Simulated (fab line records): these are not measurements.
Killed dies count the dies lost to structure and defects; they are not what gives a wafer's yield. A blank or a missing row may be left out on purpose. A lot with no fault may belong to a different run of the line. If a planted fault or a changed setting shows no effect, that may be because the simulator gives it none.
Matching of chambers / flow sfq-line / SFQ_TRILAYER_I0_CMP_CMP_028 on cmp-02 has 4 sister chambers
The step polishes SiO2. 14 wafers are shown with their chamber, then 7 later ones without.

## WAFERS, EACH WITH ITS CHAMBER
wafer=L585.2; chamber=1; motor-current-A (A)=9.1; time-to-endpoint-s (s)=224; head-pressure-psi (psi)=2.990
wafer=L585.4; chamber=0; motor-current-A (A)=10.0; time-to-endpoint-s (s)=221; head-pressure-psi (psi)=2.998
wafer=L585.6; chamber=3; motor-current-A (A)=10.6; time-to-endpoint-s (s)=217; head-pressure-psi (psi)=2.986
wafer=L587.3; chamber=3; motor-current-A (A)=10.5; time-to-endpoint-s (s)=207; head-pressure-psi (psi)=3.006
wafer=L587.2; chamber=2; motor-current-A (A)=8.5; time-to-endpoint-s (s)=208; head-pressure-psi (psi)=3.005
wafer=L587.6; chamber=0; motor-current-A (A)=10.5; time-to-endpoint-s (s)=216; head-pressure-psi (psi)=2.995
wafer=L589.4; chamber=1; motor-current-A (A)=9.3; time-to-endpoint-s (s)=224; head-pressure-psi (psi)=2.999
wafer=L589.1; chamber=3; motor-current-A (A)=10.0; time-to-endpoint-s (s)=208; head-pressure-psi (psi)=2.982
wafer=L589.3; chamber=0; motor-current-A (A)=10.1; time-to-endpoint-s (s)=223; head-pressure-psi (psi)=2.996
wafer=L591.3; chamber=2; motor-current-A (A)=9.0; time-to-endpoint-s (s)=216; head-pressure-psi (psi)=3.007
wafer=L591.4; chamber=1; motor-current-A (A)=8.8; time-to-endpoint-s (s)=222; head-pressure-psi (psi)=2.998
wafer=L591.5; chamber=0; motor-current-A (A)=10.2; time-to-endpoint-s (s)=223; head-pressure-psi (psi)=3.009
wafer=L593.1; chamber=0; motor-current-A (A)=10.3; time-to-endpoint-s (s)=213; head-pressure-psi (psi)=3.008
wafer=L593.4; chamber=1; motor-current-A (A)=9.1; time-to-endpoint-s (s)=218; head-pressure-psi (psi)=3.001

SIGNATURES (means of the wafers above)
reading=motor-current-A; chamber 0=10.220; chamber 1=9.075; chamber 2=8.750; chamber 3=10.367; scatter within a chamber=0.246
reading=time-to-endpoint-s; chamber 0=219.20; chamber 1=222.00; chamber 2=212.00; chamber 3=210.67; scatter within a chamber=4.44
reading=head-pressure-psi; chamber 0=3.00120; chamber 1=2.99700; chamber 2=3.00600; chamber 3=2.99133; scatter within a chamber=0.00765
Rule: distance of a wafer from a chamber = root of the sum over the readings of ((wafer's reading minus chamber's mean) / reading's scatter) squared. If the next closest chamber is less than 2 further off than the closest, the wafer can't be placed; otherwise it belongs to the closest. The scatter is the square root of a quotient: the sum, over the shown wafers, of each reading's squared deviation from its chamber's mean, divided by wafers minus chambers.

## WAFERS WITH NO CHAMBER GIVEN
wafer=L593.6; motor-current-A (A)=9.7; time-to-endpoint-s (s)=215; head-pressure-psi (psi)=3.007
wafer=L602.3; motor-current-A (A)=11.2; time-to-endpoint-s (s)=202; head-pressure-psi (psi)=3.011
wafer=L602.1; motor-current-A (A)=8.5; time-to-endpoint-s (s)=215; head-pressure-psi (psi)=3.001
wafer=L602.2; motor-current-A (A)=9.0; time-to-endpoint-s (s)=222; head-pressure-psi (psi)=3.009
wafer=L603.4; motor-current-A (A)=8.8; time-to-endpoint-s (s)=220; head-pressure-psi (psi)=3.004
wafer=L603.5; motor-current-A (A)=11.0; time-to-endpoint-s (s)=212; head-pressure-psi (psi)=3.007
wafer=L603.6; motor-current-A (A)=8.8; time-to-endpoint-s (s)=225; head-pressure-psi (psi)=3.002

## WHICH CHAMBER EACH ONE RAN IN
wafer=L593.6; from the rows above=can't be placed: 0 or 1 or 3 or 2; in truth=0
wafer=L602.3; from the rows above=can't be placed: 3 or 0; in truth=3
wafer=L602.1; from the rows above=can't be placed: 2 or 1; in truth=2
wafer=L602.2; from the rows above=can't be placed: 1 or 2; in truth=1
wafer=L603.4; from the rows above=can't be placed: 1 or 2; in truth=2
wafer=L603.5; from the rows above=can't be placed: 3 or 0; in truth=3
wafer=L603.6; from the rows above=can't be placed: 1 or 2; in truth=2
0 of 7 placed correctly. Not placeable from these rows: 7 (in 7, the candidates include the true chamber). Wrongly placed: 0.
